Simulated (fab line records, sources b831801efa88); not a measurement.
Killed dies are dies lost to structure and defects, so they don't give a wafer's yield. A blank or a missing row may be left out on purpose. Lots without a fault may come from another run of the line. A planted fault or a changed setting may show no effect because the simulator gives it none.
Which tool did it? | flow sky130 | 11 lots, 33 wafers sampled, at 1 step of a route of 708

WHAT THE GAUGES READ, wafer by wafer
SKY_METAL1_CD_MEAS_15: target cd 140 nm.
lot  | measured     | on        | cd_nm (nm)
L926 | day 33 10:50 | cd_sem-02 | 140.4 139.9 142.1
L925 | day 33 14:02 | cd_sem-01 | 140.2 140.7 140.5
L927 | day 34 00:35 | cd_sem-01 | 139.8 139.8 140.3
L928 | day 34 04:14 | cd_sem-02 | 139.8 139.8 139.6
L931 | day 35 03:04 | cd_sem-01 | 140.1 139.1 139.3
L932 | day 35 04:41 | cd_sem-01 | 138.7 139.0 137.5
L935 | day 36 02:04 | cd_sem-01 | 140.6 141.7 140.6
L941 | day 38 07:37 | cd_sem-02 | 139.7 140.0 141.5
L942 | day 38 12:07 | cd_sem-02 | 141.1 139.9 141.4
L944 | day 38 15:22 | cd_sem-02 | 139.0 138.1 137.1
L946 | day 39 15:37 | cd_sem-01 | 143.3 142.9 141.4

WHICH TOOL RAN EACH LOT (tool, then ch and the chambers of the sampled wafers, then the start)
The record holds no process step before these readings.

THE ANSWER, worked out from the rows above alone
Rule: what is usual is taken from the lots themselves. Put in order of their means at a reading, lots are off if they are a third of the lots or fewer, leave a main group of 4 or more, and stand apart from it by a gap of 3 or more times the standard deviation of the main group's means; of several such gaps the widest counts. A main group whose means are all the same, to the digits that the tables above print for the reading, isn't used. A lot without any number at a reading at which 4 lots or more have one is off too. The other lots that the step has rows for count as sound.
No lot is off at any reading shown: from this, nothing can be told.

WHAT THE SIMULATOR HAD PUT IN
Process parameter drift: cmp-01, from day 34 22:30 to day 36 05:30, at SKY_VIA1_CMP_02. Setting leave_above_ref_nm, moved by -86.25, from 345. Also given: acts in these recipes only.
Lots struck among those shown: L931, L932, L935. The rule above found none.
